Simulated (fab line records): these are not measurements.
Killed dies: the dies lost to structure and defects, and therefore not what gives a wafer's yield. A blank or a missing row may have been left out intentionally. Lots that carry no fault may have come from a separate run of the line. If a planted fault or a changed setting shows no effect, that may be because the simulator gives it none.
A single fault, viewed from 2 desks / flow gf180mcu / numbers are kept per desk, each desk with only its own; the story behind them comes last

== METROLOGY DESK ==
Means of the sampled wafers that have a number, per lot and without regard to the tool the lot ran on: this is what the gauges read. Any lot whose mean is over 4 standard deviations away from the usual mean is out of limits and marked OUT; that distance is given in the brackets.
Columns: A = STI_OXIDATION_01_THK at GF_STI_THK_MEAS_22, usual 15.2 nm; B = NWELL_OVL at GF_NWELL_OVL_MEAS_07, usual -1.6 nm; C = cd nm at GF_POLY_GATE_CD_MEAS_10, usual 280.5 nm; D = HV_LDD_02_OVL at GF_HV_LDD_OVL_MEAS_32, usual 0.3 nm
lot=L569; first seen here=day 2 08:37; A=15.4; B=-1.1; C=277.4; D=-1.8
lot=L572; first seen here=day 3 00:11; A=15.4; B=-1.6; C=281.1; D=1.3
lot=L574; first seen here=day 3 10:00; A=15.6; B=-1.9; C=279.7; D=0.1
lot=L577; first seen here=day 4 02:10; A=15.7; B=-2.7; C=267.2 (-8.8) OUT; D=-0.9
lot=L578; first seen here=day 4 07:53; A=15.7; B=-2.1; C=279.5; D=1.2
lot=L582; first seen here=day 5 03:17; A=14.7; B=0.1; C=281.2; D=0.4
lot=L585; first seen here=day 5 19:21; A=15.1; B=-2.5; C=279.7; D=-1.1
lot=L586; first seen here=day 6 01:12; A=15.0; B=-3.2; C=281.0; D=-1.7
lot=L587; first seen here=day 6 05:04; A=15.0; B=0.0; C=280.2; D=-0.2
lot=L588; first seen here=day 6 10:19; A=14.7; B=-2.3; C=281.1; D=0.8
lot=L589; first seen here=day 6 19:52; A=14.9; B=-0.8; C=279.8; D=0.1
lot=L590; first seen here=day 7 01:29; A=15.3; B=-1.9; C=281.3; D=0.2
lot=L591; first seen here=day 7 06:31; A=14.9; B=-1.7; C=281.2; D=-0.7
This desk finds L577 out of limits, L577 being first, at day 11 23:04 (cd nm at GF_POLY_GATE_CD_MEAS_10). L569, L572, L574, L578, L582, L585, L586, L587, L588, L589, L590, L591: within limits.

== THE TOOL OWNER'S DESK: krf scanner-01 ==
The tool's own readings at GF_POLY_GATE_EXPOSE_07 (exposes mask Poly2, target cd 280 nm): means of the sampled wafers that have a number, for each lot that ran on this tool. Any lot whose mean is over 4 standard deviations away from the usual mean is out of limits and marked OUT; that distance is given in the brackets.
Columns: A = exposure dose mJ cm2 at GF_POLY_GATE_EXPOSE_07, usual 28.005
lot=L574; first seen here=day 10 14:08; A=28.030
lot=L577; first seen here=day 11 13:41; A=27.563 (-16) OUT
lot=L585; first seen here=day 13 23:54; A=27.994
lot=L586; first seen here=day 14 01:28; A=28.030
lot=L587; first seen here=day 14 06:17; A=28.030
lot=L589; first seen here=day 15 14:32; A=28.016
This desk finds L577 out of limits, L577 being first, at day 11 13:41 (exposure dose mJ cm2 at GF_POLY_GATE_EXPOSE_07). L574, L585, L586, L587, L589: within limits.

== TAKEN TOGETHER ==
The tool owner's desk had the chance to raise an alarm at day 11 13:41 on L577.
On L577, the metrology desk was in a position to raise an alarm at day 11 23:04.
The lots listed all ran GF_POLY_GATE_EXPOSE_07 on krf scanner-01.

== WHAT THE SIMULATOR PUT IN ==
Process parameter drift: krf scanner-01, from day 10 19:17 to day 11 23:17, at GF_POLY_GATE_EXPOSE_07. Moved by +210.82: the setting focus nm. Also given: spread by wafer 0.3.
Shown lots that were struck: L577.
Counting hours from when the fault started, the first reading out of limits came at 18 for the tool owner's desk and at 28 for the metrology desk.
